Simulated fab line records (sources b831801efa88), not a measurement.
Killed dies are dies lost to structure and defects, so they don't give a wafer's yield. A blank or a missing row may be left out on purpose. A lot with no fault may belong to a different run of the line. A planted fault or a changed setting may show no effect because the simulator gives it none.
Chamber matching	flow gf180mcu	GF_V5_CVD_02 on pecvd-04: 3 sister chambers
The step deposits SiO2 from TEOS, target thk 1450 nm, time 163.28 s. 3 wafers are shown with their chamber, then 12 later ones without.

## EACH WAFER AND ITS CHAMBER
wafer	chamber	heater-power-w (W)
L086.4	0	666
L086.5	2	536
L086.6	1	780

## WAFERS WHOSE CHAMBER IS MISSING
wafer	heater-power-w (W)
L087.3	780
L087.4	666
L087.6	791
L092.1	639
L092.2	761
L092.6	822
L095.3	540
L095.5	637
L095.6	639
L097.1	685
L097.3	805
L097.4	684

## WHICH CHAMBER EACH WENT THROUGH
wafer	from the rows above	in truth
L087.3	1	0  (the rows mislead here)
L087.4	0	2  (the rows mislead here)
L087.6	1	1
L092.1	0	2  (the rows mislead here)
L092.2	1	1
L092.6	1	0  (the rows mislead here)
L095.3	2	2
L095.5	0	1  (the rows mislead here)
L095.6	0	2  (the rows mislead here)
L097.1	0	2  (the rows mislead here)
L097.3	1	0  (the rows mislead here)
L097.4	0	0
Correct placement for 4 of the 12. From these rows, 0 cannot be placed. Wrongly placed: 8.
How it was worked out, from the rows above alone: a wafer's distance from a chamber is the root of the sum, over the readings, of the square of ((its reading less the chamber's mean) divided by the reading's scatter). The wafer belongs to the nearest chamber; if the next one is less than 2 further off, it can't be placed. A chamber's mean is the mean of its shown wafers. The scatter: with one shown wafer a chamber, the root of the mean of the squares of how far each hidden wafer lies from its nearest shown one.
